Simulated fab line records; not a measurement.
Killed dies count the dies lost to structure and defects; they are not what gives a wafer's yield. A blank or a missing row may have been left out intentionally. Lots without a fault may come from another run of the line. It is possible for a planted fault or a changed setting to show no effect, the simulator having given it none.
Problem report, 8D (eight disciplines) form, completed by code | flow gf180mcu | the parts of the form that need people (team, actions taken, sign-off) are left out

== 1. THE PROBLEM ==
DNWELL_TW at GF_DNWELL_TW_MEAS_09 reads a mean of 1499 on 6 wafers of 2 lots; wafers without a fault read 1343 with a standard deviation of 9.4. Relative to the usual mean, that is a shift of +17 standard deviations.
Earliest sighting: wafer L417.1 on film-metro-01 at day 5 01:40. The record holds 39 wafers of 13 lots with a number at this step. The rule behind "out" and "out of limits": a value lying over 4 standard deviations away from the usual mean. All remaining wafers that have a number are taken as sound.

== 2. WHAT IT IS, WHAT IT ISN'T ==
question                    | is                           | is not
which readings at this step | DNWELL_TW                    | -
which lots                  | L417, L419                   | L408, L409, L411, L414, L415, L420, L424, L425, L426, L428, L430
which wafers of those lots  | all that have a number       | -
read on which gauges        | film-metro-01, film-metro-03 | film-metro-04
when                        | from day 5 01:40             | up to then (15 sound wafers); but 18 sound wafers of L420, L424, L425, L426, L428, L430 came after

== 3. WHAT RULES OUT EACH SUSPECT ==
Counting: a tool at any process step up to the reading remains a suspect when it ran all the lots that are out and ran no sound lot after the first of those.
- ruled out: the gauge at GF_DNWELL_TW_MEAS_09. The wafers that are out were read on 2 gauges (film-metro-01, film-metro-03).
- implanter-02 at GF_DNWELL_IMPLANT_07: kept. All lots that are out passed through it, beginning with L417 at day 5 01:25, and no sound lot followed; its final sound lot before that point was L414 at day 4 14:36. Out on those wafers are its own readings of tilt-deg.
After counting, what remains is implanter-02 at GF_DNWELL_IMPLANT_07.

== 4. THE CAUSE (what the simulator had put in) ==
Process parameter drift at GF_DNWELL_IMPLANT_07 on implanter-02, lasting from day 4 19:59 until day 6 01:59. Setting tilt-deg, moved by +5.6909, from 0. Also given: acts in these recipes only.
Only this tool survived the counting.

== 5. THE CHAIN OF EFFECTS, in route order ==
Each row: a reading where the mean over the struck wafers with a number is more than 3 standard deviations away from the usual. Only readings for which the record gives a usual standard deviation are gone through. hours: the time from each lot's start at the first step in this table that gives one to its start at this step, as a median over the lots. sigmas: the change in usual standard deviations.
hours | step                 | reading   | usual         | on struck wafers | change | sigmas
0     | GF_DNWELL_IMPLANT_07 | tilt-deg  | 0.000 degrees | 5.689            | +5.689 | +99 or more
0     | GF_DNWELL_TW_MEAS_09 | DNWELL_TW | 1343          | 1499             | +156   | +17
The process steps in it:
- GF_DNWELL_IMPLANT_07
Later measuring or inspecting steps at which every struck wafer that the step has a row for has a number for every such reading, and none has moved that far: GF_VT_IMPLANT_RS_MEAS_49, GF_HV_LDD_CD_MEAS_31.

== 6. WHAT WOULD HAVE CAUGHT IT SOONER ==
The first out-of-limits reading at a measuring or inspecting step in this record came at day 5 01:40, 6 hours after the fault's start at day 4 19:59.
The tool's own readings at GF_DNWELL_IMPLANT_07 were out on every struck wafer that the step has a row for (tilt-deg): an alarm limit on them would have fired on the first of those.
Lots out: 2; of these, L419 started GF_DNWELL_IMPLANT_07 on implanter-02 after day 5 01:40. Putting the tool on hold at that point would have spared it.
